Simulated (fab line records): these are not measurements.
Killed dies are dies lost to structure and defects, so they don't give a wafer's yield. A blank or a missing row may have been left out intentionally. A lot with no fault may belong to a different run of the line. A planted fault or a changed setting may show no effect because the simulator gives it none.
Struck lot and sound lot, side by side || flow sky130 || 15 steps out of a route of 708
Sound: these wafers, L632.1, L632.2, L632.4. Struck: wafer L641.3. (L641.1, L641.2 of the same lot were not struck and are left out.) The cause comes at the end.
Each step with rows lists, per side, the tool, then ch with its chambers, then its first start. Under that, the readings that differ: sound wafers || struck wafers || difference of the means || sigmas: that difference in standard deviations of wafers without a fault.
alike: words and numbers the same on both sides, and readings whose means are apart by under 2 such deviations; not compared: readings that were withheld, readings missing a value for some wafer, numbers with overlapping values and no deviation given by the record, and bounds like >300 which may hide the same value.
The two part at a step that has a row with sigmas, a row that says differs or no value, or rows on one side only. Numbers that have no deviation but don't overlap get no sigmas and don't part them. A reading missing from all wafers of one side parts the sides only when that side holds two or more wafers.

SKY_LOCAL_INTERCONNECT_CD_MEAS_11: the cd target is 170 nm.
  sound on cd-sem-02 at day 32 12:49; struck on cd-sem-02 at day 35 11:43
  alike: cd-nm
SKY_LOCAL_INTERCONNECT_OVL_MEAS_12:
  sound on overlay-01 at day 32 12:56; struck on overlay-01 at day 35 11:50
  alike: LOCAL_INTERCONNECT_OVL
SKY_LOCAL_INTERCONNECT_ETCH_13: etches BARC in N2/H2, stops on SiO2, time 45.9 s, target depth 60 nm.
  sound on rie-metal-01 ch 0,1, day 32 12:59; struck on rie-metal-03 ch 1, day 35 11:53
  alike: drypump-motor-current-A, h2-flow-sccm, oes-product-au, rf-fwd-power-W, throttle-valve-pct
  not compared: rf-hours-counter-h
SKY_LOCAL_INTERCONNECT_METAL_ETCH_14: etches TiN in Cl2/BCl3, stops on PSG, target depth 110 nm, time 31.4 s.
  sound on rie-metal-01 ch 0,1, day 32 13:02; struck on rie-metal-03 ch 1, day 35 11:56
  alike: drypump-motor-current-A, oes-product-au, rf-fwd-power-W, throttle-valve-pct
  not compared: rf-hours-counter-h
SKY_LOCAL_INTERCONNECT_STRIP_15: strips in O2/N2.
  sound on plasma-asher-03 ch 0,1, day 32 13:05; struck on plasma-asher-02 ch 1, day 35 11:59
{"reading": "drypump-motor-current-A (A)", "sound": "6.2 6.0 6.0", "struck": 5.3, "difference": -0.8, "sigmas": -2}
  alike: oes-product-au, strip-time-to-endpoint-s
  not compared: rf-hours-counter-h
then, 3 steps without rows for these wafers: SKY_LOCAL_INTERCONNECT_STRIP_16 (strips in post etch residue remover, time 1200 s); SKY_LOCAL_INTERCONNECT_CLEAN_17 (cleans in IPA, time 180 s); SKY_LOCAL_INTERCONNECT_CLEAN_18 (cleans in O3/DIW).
SKY_CONTACT_CVD_00: deposits Si3N4, target thk 75 nm.
  sound on pecvd-02 ch 1,2, day 32 13:41; struck on pecvd-03 ch 1, day 35 12:37
{"reading": "rf-fwd-power-W (W)", "sound": "446.1 446.6 446.8", "struck": 440.9, "difference": -5.6, "sigmas": -4}
  alike: heater-power-w
SKY_CONTACT_THK_MEAS_01:
  sound on film-metro-04 at day 32 13:43; struck on film-metro-02 at day 35 12:39
  alike: CONTACT_CVD_00_THK
then, 1 step without rows for these wafers: SKY_CONTACT_HDPCVD_02 (deposits SiO2, target thk 565 nm, time 94.2 s).
SKY_CONTACT_THK_MEAS_03:
  sound on film-metro-02 at day 32 13:51; struck on film-metro-01 at day 35 12:47
{"reading": "CONTACT_HDPCVD_THK (nm)", "sound": "551 562 557", "struck": 576, "difference": "+19", "sigmas": "+2"}
SKY_CONTACT_CMP_04: polishes SiO2.
  sound on cmp-02 ch 0,2,3, day 32 13:55; struck on cmp-02 ch 3, day 35 12:50
{"reading": "time-to-endpoint-s (s)", "sound": "78 83 81", "struck": 46, "difference": -35, "sigmas": -8}
  alike: motor-current-A, platen-rpm
SKY_CONTACT_BOW_MEAS_05:
  sound on film-metro-02 at day 32 14:13; struck on film-metro-02 at day 35 13:08
  alike: CONTACT_BOW
-- the record jumps here: 14 days lie between the struck wafers' starts before and after (it left off in module CONTACT and takes up again in module PAD_OPEN, whose first step shown is number 708 of the route) --
SKY_PAD_OPEN_PROBE_99:
  sound on prober-02 at day 47 10:04; struck on prober-01 at day 49 11:08
  alike: killed_at_M0_to_M3, killed_at_M4_up, killed-at-contacts, killed-at-front-end, killed-at-other, killed-dies, killed-open, killed-short

== WHERE THEY PART ==
Earliest at SKY_LOCAL_INTERCONNECT_STRIP_15; latest, in this record, at SKY_CONTACT_CMP_04. Later steps at which nothing parts them and some readings are alike: SKY_CONTACT_BOW_MEAS_05, SKY_PAD_OPEN_PROBE_99.

WHY: the cause the simulator had injected
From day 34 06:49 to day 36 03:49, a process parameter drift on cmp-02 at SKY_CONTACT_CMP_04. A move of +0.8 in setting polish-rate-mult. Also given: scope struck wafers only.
